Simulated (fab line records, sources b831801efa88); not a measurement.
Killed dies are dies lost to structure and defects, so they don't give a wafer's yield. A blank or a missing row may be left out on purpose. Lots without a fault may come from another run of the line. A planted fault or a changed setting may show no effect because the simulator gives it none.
Which tool did it? | flow sky130 | 24 lots, 72 wafers sampled, at 6 steps of a route of 708

WHAT THE GAUGES READ, wafer by wafer
SKY_FIELD_ISO_THK_MEAS_25.
lot  | measured    | on            | FIELD_ISO_CVD_24_THK (nm)
L074 | day 2 10:13 | film_metro-03 | 603 590 605
L075 | day 2 12:47 | film_metro-01 | 600 594 594
L076 | day 2 17:57 | film_metro-03 | 602 593 604
L077 | day 2 22:08 | film_metro-03 | 601 605 599
L078 | day 3 02:10 | film_metro-04 | 593 602 598
L079 | day 3 11:10 | film_metro-01 | 589 601 597
L080 | day 3 14:14 | film_metro-03 | 600 614 613
L081 | day 3 17:51 | film_metro-01 | 603 593 589
L082 | day 3 23:46 | film_metro-04 | 587 604 591
L083 | day 4 05:21 | film_metro-04 | 591 589 613
L084 | day 4 11:12 | film_metro-01 | 595 591 589
L085 | day 4 18:21 | film_metro-04 | 591 607 598
L086 | day 4 22:13 | film_metro-04 | 587 586 597
L087 | day 5 03:57 | film_metro-01 | 596 586 589
L088 | day 5 07:43 | film_metro-01 | 596 582 585
L089 | day 5 12:43 | film_metro-01 | 605 600 600
L090 | day 5 18:07 | film_metro-01 | 594 592 598
L091 | day 6 00:33 | film_metro-01 | 592 588 585
L092 | day 6 04:01 | film_metro-01 | 599 608 589
L093 | day 7 16:40 | film_metro-01 | 612 603 596
L094 | day 7 16:34 | film_metro-01 | 595 579 593
L096 | day 7 16:35 | film_metro-04 | 594 588 603
L095 | day 7 16:39 | film_metro-03 | 590 592 601
L097 | day 7 16:31 | film_metro-03 | 585 601 588

SKY_VT_ADJUST_HVTP_TW_MEAS_11.
lot  | measured     | on            | VT_ADJUST_HVTP_TW
L074 | day 6 06:22  | film_metro-02 | 1340 1331 1334
L075 | day 6 08:36  | film_metro-04 | 1369 1355 1349
L076 | day 6 13:20  | film_metro-03 | 1355 1352 1343
L077 | day 6 14:46  | film_metro-03 | 1351 1353 1360
L078 | day 6 19:14  | film_metro-03 | 1338 1356 1356
L079 | day 7 08:27  | film_metro-04 | 1357 1355 1367
L080 | day 7 09:41  | film_metro-04 | 1364 1360 1356
L081 | day 7 15:01  | film_metro-02 | 1333 1335 1335
L082 | day 7 20:57  | film_metro-02 | 1335 1338 1344
L083 | day 8 06:05  | film_metro-03 | 1361 1360 1362
L084 | day 8 12:40  | film_metro-04 | 1367 1363 1371
L085 | day 8 18:01  | film_metro-04 | 1364 1361 1363
L086 | day 9 00:46  | film_metro-04 | 1358 1356 1356
L087 | day 9 06:35  | film_metro-04 | 1363 1360 1357
L088 | day 9 11:43  | film_metro-04 | 1355 1362 1359
L089 | day 9 15:49  | film_metro-04 | 1361 1357 1361
L090 | day 9 23:02  | film_metro-04 | 1371 1364 1367
L091 | day 10 09:32 | film_metro-03 | 1348 1348 1345
L092 | day 10 18:19 | film_metro-03 | 1344 1342 1350
L093 | day 12 16:38 | film_metro-03 | 1350 1348 1345
L094 | day 12 14:02 | film_metro-04 | 1363 1367 1366
L096 | day 12 15:43 | film_metro-04 | 1373 1366 1364
L095 | day 12 15:02 | film_metro-03 | 1344 1350 1341
L097 | day 12 13:47 | film_metro-03 | 1354 1345 1341

SKY_SONOS_ONO_THK_MEAS_01.
lot  | measured     | on            | SONOS_ONO_OXIDATION_THK (nm)
L074 | day 11 11:18 | film_metro-03 | 2.52 2.58 2.53
L075 | day 11 13:44 | film_metro-04 | 2.55 2.54 2.47
L076 | day 11 22:44 | film_metro-01 | 2.44 2.60 2.61
L077 | day 12 01:14 | film_metro-03 | 2.48 2.55 2.52
L078 | day 12 06:13 | film_metro-03 | 2.59 2.59 2.69
L079 | day 12 23:49 | film_metro-01 | 2.56 2.58 2.59
L080 | day 13 01:46 | film_metro-03 | 2.53 2.54 2.55
L081 | day 13 09:42 | film_metro-01 | 2.65 2.63 2.68
L082 | day 13 15:23 | film_metro-03 | 2.55 2.49 2.56
L083 | day 14 01:46 | film_metro-01 | 2.64 2.56 2.58
L084 | day 14 12:23 | film_metro-01 | 2.49 2.60 2.56
L085 | day 14 17:32 | film_metro-01 | 2.62 2.55 2.61
L086 | day 15 03:01 | film_metro-01 | 2.55 2.47 2.54
L087 | day 15 09:53 | film_metro-03 | 2.52 2.57 2.57
L088 | day 15 19:24 | film_metro-01 | 2.64 2.63 2.56
L089 | day 15 22:31 | film_metro-01 | 2.66 2.60 2.67
L090 | day 16 08:17 | film_metro-01 | 2.62 2.65 2.58
L091 | day 16 20:41 | film_metro-04 | 2.67 2.67 2.69
L092 | day 17 08:11 | film_metro-01 | 2.62 2.65 2.71
L093 | day 19 19:26 | film_metro-01 | 2.60 2.61 2.59
L094 | day 19 16:56 | film_metro-01 | 2.58 2.53 2.61
L096 | day 19 19:26 | film_metro-03 | 2.59 2.60 2.60
L095 | day 19 19:26 | film_metro-04 | 2.58 2.51 2.56
L097 | day 19 14:16 | film_metro-04 | 2.67 2.71 2.65

SKY_POLY_CUT_OVL_MEAS_09.
lot  | measured     | on         | POLY_CUT_OVL (nm)
L074 | day 23 20:58 | overlay-01 | 6 7 4
L075 | day 24 04:51 | overlay-01 | -1 -2 2
L076 | day 24 08:51 | overlay-02 | 1 8 1
L077 | day 24 21:55 | overlay-01 | 2 -7 -4
L078 | day 25 06:49 | overlay-01 | 8 6 -2
L079 | day 25 23:54 | overlay-01 | 3 10 3
L080 | day 26 00:14 | overlay-01 | 4 3 6
L081 | day 26 09:07 | overlay-02 | 7 2 2
L082 | day 26 17:21 | overlay-02 | 6 1 4
L083 | day 27 06:47 | overlay-02 | 10 6 3
L084 | day 27 18:44 | overlay-01 | 14 13 3
L085 | day 27 20:50 | overlay-02 | 1 5 4
L086 | day 28 04:10 | overlay-02 | -1 0 -5
L087 | day 28 10:06 | overlay-01 | -1 1 4
L088 | day 28 20:20 | overlay-02 | -4 2 4
L089 | day 29 07:46 | overlay-02 | 8 6 3
L090 | day 29 11:32 | overlay-02 | 11 7 7
L091 | day 30 00:19 | overlay-02 | 1 8 6
L092 | day 30 15:49 | overlay-01 | 4 5 12
L093 | day 32 12:37 | overlay-02 | 13 -2 7
L094 | day 32 09:54 | overlay-02 | 7 6 10
L096 | day 32 17:52 | overlay-01 | 6 2 4
L095 | day 32 11:15 | overlay-01 | 9 11 5
L097 | day 32 10:14 | overlay-01 | -5 -1 0

WHICH TOOL RAN EACH LOT (tool, then ch and the chambers of the sampled wafers, then the start)
lot  | SKY_FIELD_ISO_ETCH_17           | SKY_VT_ADJUST_HVTP_STRIP_10
L074 | rie_si-01 ch 1,2, day 2 07:10   | plasma_asher-03 ch 0,1, day 6 06:17
L075 | rie_si-02 ch 1,2, day 2 10:05   | plasma_asher-03 ch 0,1, day 6 08:31
L076 | rie_si-01 ch 0,1, day 2 14:37   | plasma_asher-04 ch 0,1, day 6 13:14
L077 | rie_si-01 ch 0,2,3, day 2 20:29 | plasma_asher-04 ch 0,1, day 6 14:40
L078 | rie_si-02 ch 0,1,2, day 3 00:31 | plasma_asher-03 ch 0,1, day 6 19:08
L079 | rie_si-01 ch 1,2, day 3 07:01   | plasma_asher-02 ch 0,1, day 7 08:20
L080 | rie_si-02 ch 1,2,3, day 3 12:34 | plasma_asher-04 ch 0,1, day 7 09:35
L081 | rie_si-01 ch 0,2,3, day 3 16:10 | plasma_asher-02 ch 0,1, day 7 14:56
L082 | rie_si-01 ch 0,1,2, day 3 22:05 | plasma_asher-02 ch 0,1, day 7 20:52
L083 | rie_si-02 ch 0,1,3, day 4 03:16 | plasma_asher-04 ch 0,1, day 8 05:59
L084 | rie_si-01 ch 0,1,2, day 4 09:17 | plasma_asher-04 ch 0,1, day 8 12:34
L085 | rie_si-02 ch 0,1,3, day 4 13:53 | plasma_asher-04 ch 0,1, day 8 17:55
L086 | rie_si-02 ch 0,1,2, day 4 20:31 | plasma_asher-02 ch 0,1, day 9 00:40
L087 | rie_si-02 ch 0,1,2, day 5 02:19 | plasma_asher-04 ch 0, day 9 06:29
L088 | rie_si-01 ch 0,1,3, day 5 05:11 | plasma_asher-04 ch 0,1, day 9 11:37
L089 | rie_si-02 ch 0,1, day 5 11:04   | plasma_asher-02 ch 0,1, day 9 15:43
L090 | rie_si-01 ch 0,3, day 5 16:26   | plasma_asher-02 ch 1, day 9 22:56
L091 | rie_si-01 ch 0,2,3, day 5 22:25 | plasma_asher-03 ch 0,1, day 10 09:26
L092 | rie_si-02 ch 2,3, day 6 02:20   | plasma_asher-03 ch 0,1, day 10 18:13
L093 | rie_si-01 ch 1,2, day 7 13:20   | plasma_asher-04 ch 0,1, day 12 16:32
L094 | rie_si-02 ch 0,1, day 7 13:43   | plasma_asher-03 ch 0,1, day 12 13:56
L096 | rie_si-01 ch 0,2,3, day 7 14:02 | plasma_asher-03 ch 0,1, day 12 15:37
L095 | rie_si-02 ch 0,1,3, day 7 14:19 | plasma_asher-03 ch 0,1, day 12 14:56
L097 | rie_si-01 ch 0,1,2, day 7 14:37 | plasma_asher-04 ch 0,1, day 12 13:41
- SKY_FIELD_ISO_ETCH_17: etches Si in HBr/Cl2/O2, target depth 342 nm, time 97.7 s.
- SKY_VT_ADJUST_HVTP_STRIP_10: strips in O2/N2.

WHAT THE TOOLS THEMSELVES READ (means of the sampled wafers that have a number; where no wafer has one, the mark that the record gives instead)
SKY_FIELD_ISO_ETCH_17.
lot  | tool      | drypump_motor_current_A (A) | oes_product_au (a.u.) | rf_fwd_power_W (W) | throttle_valve_pct (%)
L074 | rie_si-01 | 6.4                         | 0.997                 | 596.1              | 25.653
L075 | rie_si-02 | 5.7                         | 0.997                 | 596.6              | 25.656
L076 | rie_si-01 | 6.3                         | 1.005                 | 595.1              | 25.646
L077 | rie_si-01 | 6.3                         | 0.989                 | 596.7              | 25.669
L078 | rie_si-02 | 5.7                         | 1.002                 | 595.7              | 25.659
L079 | rie_si-01 | 6.5                         | 0.978                 | 593.6              | 25.664
L080 | rie_si-02 | 5.7                         | 0.985                 | 596.2              | 25.677
L081 | rie_si-01 | 6.3                         | 0.976                 | 596.1              | 25.672
L082 | rie_si-01 | 6.3                         | 0.983                 | 595.4              | 25.674
L083 | rie_si-02 | 6.0                         | 1.000                 | 597.9              | 25.649
L084 | rie_si-01 | 6.3                         | 0.989                 | 597.3              | 25.642
L085 | rie_si-02 | 6.0                         | 0.994                 | 596.7              | 25.668
L086 | rie_si-02 | 5.8                         | 0.990                 | 596.9              | 25.664
L087 | rie_si-02 | 5.8                         | 0.997                 | 596.0              | 25.653
L088 | rie_si-01 | 6.2                         | 0.997                 | 597.9              | 25.656
L089 | rie_si-02 | 6.1                         | 0.987                 | 597.0              | 25.662
L090 | rie_si-01 | 6.2                         | 0.998                 | 597.4              | 25.655
L091 | rie_si-01 | 6.2                         | 0.980                 | 597.6              | 25.674
L092 | rie_si-02 | 5.5                         | 0.997                 | 597.4              | 25.667
L093 | rie_si-01 | 6.4                         | 0.991                 | 594.7              | 25.660
L094 | rie_si-02 | 6.0                         | 1.004                 | 595.0              | 25.652
L096 | rie_si-01 | 6.2                         | 0.975                 | 596.2              | 25.672
L095 | rie_si-02 | 6.0                         | 0.996                 | 598.3              | 25.661
L097 | rie_si-01 | 6.3                         | 0.988                 | 596.6              | 25.657

SKY_VT_ADJUST_HVTP_STRIP_10.
lot  | tool            | drypump_motor_current_A (A) | n2_flow_sccm (sccm) | oes_product_au (a.u.) | strip_time_to_endpoint_s (s)
L074 | plasma_asher-03 | 5.9                         | 299.8               | 0.712                 | 14.17
L075 | plasma_asher-03 | 5.9                         | 300.5               | 0.717                 | 14.22
L076 | plasma_asher-04 | 6.1                         | 300.1               | 0.713                 | 14.21
L077 | plasma_asher-04 | 5.7                         | 299.8               | 0.715                 | 14.17
L078 | plasma_asher-03 | 6.2                         | 300.4               | 0.715                 | 14.22
L079 | plasma_asher-02 | 5.6                         | 300.1               | 0.717                 | 14.15
L080 | plasma_asher-04 | 5.8                         | 299.5               | 0.715                 | 14.24
L081 | plasma_asher-02 | 6.1                         | 299.6               | 0.720                 | 14.21
L082 | plasma_asher-02 | 6.1                         | 299.8               | 0.715                 | 14.18
L083 | plasma_asher-04 | 5.7                         | 300.2               | 0.715                 | 14.21
L084 | plasma_asher-04 | 5.7                         | 300.0               | 0.716                 | 14.16
L085 | plasma_asher-04 | 5.7                         | 300.1               | 0.717                 | 14.26
L086 | plasma_asher-02 | 6.1                         | 300.4               | 0.717                 | 14.18
L087 | plasma_asher-04 | 6.5                         | 300.7               | 0.713                 | 14.19
L088 | plasma_asher-04 | 5.8                         | 299.8               | 0.718                 | 14.13
L089 | plasma_asher-02 | 5.7                         | 300.2               | 0.718                 | 14.27
L090 | plasma_asher-02 | 6.5                         | 298.9               | 0.718                 | 14.22
L091 | plasma_asher-03 | 6.3                         | 300.3               | 0.710                 | 14.20
L092 | plasma_asher-03 | 5.9                         | 299.6               | 0.714                 | 14.17
L093 | plasma_asher-04 | 5.7                         | 299.0               | 0.717                 | 14.23
L094 | plasma_asher-03 | 5.8                         | 300.2               | 0.716                 | 14.22
L096 | plasma_asher-03 | 5.9                         | 299.6               | 0.717                 | 14.14
L095 | plasma_asher-03 | 6.3                         | 299.8               | 0.718                 | 14.17
L097 | plasma_asher-04 | 5.7                         | 299.7               | 0.714                 | 14.19

THE ANSWER, worked out from the rows above alone
Rule: what is usual is taken from the lots themselves. Put in order of their means at a reading, lots are off if they are a third of the lots or fewer, leave a main group of 4 or more, and stand apart from it by a gap of 3 or more times the standard deviation of the main group's means; of several such gaps the widest counts. A main group whose means are all the same, to the digits that the tables above print for the reading, isn't used. A lot without any number at a reading at which 4 lots or more have one is off too. The other lots that the step has rows for count as sound. The gauges are gone through in route order, then the tools' own readings, and for those a lot's mean is taken as printed above. The first step at which some lot is off is used, and at that step the reading that is off furthest; a lot without a number counts as furthest.
No lot is off at any reading shown: from this, nothing can be told.

WHAT THE SIMULATOR HAD PUT IN
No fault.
